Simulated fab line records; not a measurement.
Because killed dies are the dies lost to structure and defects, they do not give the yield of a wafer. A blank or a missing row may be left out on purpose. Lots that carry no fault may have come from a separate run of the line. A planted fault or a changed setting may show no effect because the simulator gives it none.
2 desks, one fault / flow sky130 / each desk has only its own numbers; what lay behind them comes last

== METROLOGY DESK ==
What the gauges read, lot by lot, whatever tool the lot ran on: means of the sampled wafers that have a number. If a lot's mean is further than 4 standard deviations from the usual mean, the lot is out of limits and carries the mark OUT (the distance appears in the brackets).
Columns: A = METAL1_ALCU_RS at SKY_METAL1_RS_MEAS_05, usual 0.1272 ohm/sq; B = VIA1_HDPCVD_THK at SKY_VIA1_THK_MEAS_01, usual 1027 nm
lot=L640; first seen here=day 31 11:58; A=0.1277; B=1036
lot=L641; first seen here=day 32 04:32; A=0.1258; B=1028
lot=L643; first seen here=day 33 12:38; A=0.1283; B=1023
lot=L647; first seen here=day 34 03:52; A=0.1290; B=1021
lot=L648; first seen here=day 34 08:43; A=0.1258; B=1026
lot=L652; first seen here=day 35 20:23; A=0.1256; B=1025
lot=L653; first seen here=day 35 23:44; A=0.1287; B=1019
lot=L654; first seen here=day 36 03:03; A=0.1270; B=857 (-17) OUT
lot=L655; first seen here=day 36 14:06; A=0.1282; B=850 (-18) OUT
lot=L658; first seen here=day 37 06:07; A=0.1264; B=1041
lot=L660; first seen here=day 38 05:20; A=0.1280; B=1015
lot=L663; first seen here=day 39 05:52; A=0.1273; B=1024
Finding of this desk: L654, L655 out of limits, first seen on L654 at day 37 06:07 (VIA1_HDPCVD_THK at SKY_VIA1_THK_MEAS_01). L640, L641, L643, L647, L648, L652, L653, L658, L660, L663: within limits.

== TOOL OWNER'S DESK, hdpcvd-01 ==
The tool's own readings at SKY_VIA1_HDPCVD_00 (deposits SiO2, target thk 1030 nm, time 171.7 s): means of the sampled wafers that have a number, for each lot that ran on this tool. If a lot's mean is further than 4 standard deviations from the usual mean, the lot is out of limits and carries the mark OUT (the distance appears in the brackets).
Columns: A = sih4FlowSccm at SKY_VIA1_HDPCVD_00, usual 59.99 sccm
lot=L640; first seen here=day 32 16:59; A=60.08
lot=L643; first seen here=day 34 16:25; A=60.09
lot=L647; first seen here=day 35 07:53; A=60.02
lot=L648; first seen here=day 35 11:41; A=60.12
lot=L654; first seen here=day 37 06:00; A=50.22 (-51) OUT
lot=L655; first seen here=day 37 16:54; A=50.19 (-52) OUT
This desk finds L654, L655 out of limits, L654 being first, at day 37 06:00 (sih4FlowSccm at SKY_VIA1_HDPCVD_00). L640, L643, L647, L648: within limits.

== BROUGHT TOGETHER ==
On L654, L655, at day 37 06:00, an alarm was possible from the tool owner's desk.
Metrology desk: alarm possible at day 37 06:07 on L654, L655.
Every lot named ran SKY_VIA1_HDPCVD_00 on hdpcvd-01.

== WHAT THE SIMULATOR PUT IN ==
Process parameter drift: hdpcvd-01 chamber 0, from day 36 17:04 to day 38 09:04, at SKY_VIA1_HDPCVD_00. Setting sih4FlowSccm shifted by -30 from 60. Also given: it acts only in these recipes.
Struck lots among those shown: L654, L655.
Counting hours from when the fault started, the first reading out of limits came at 13 for the tool owner's desk and at 13 for the metrology desk.
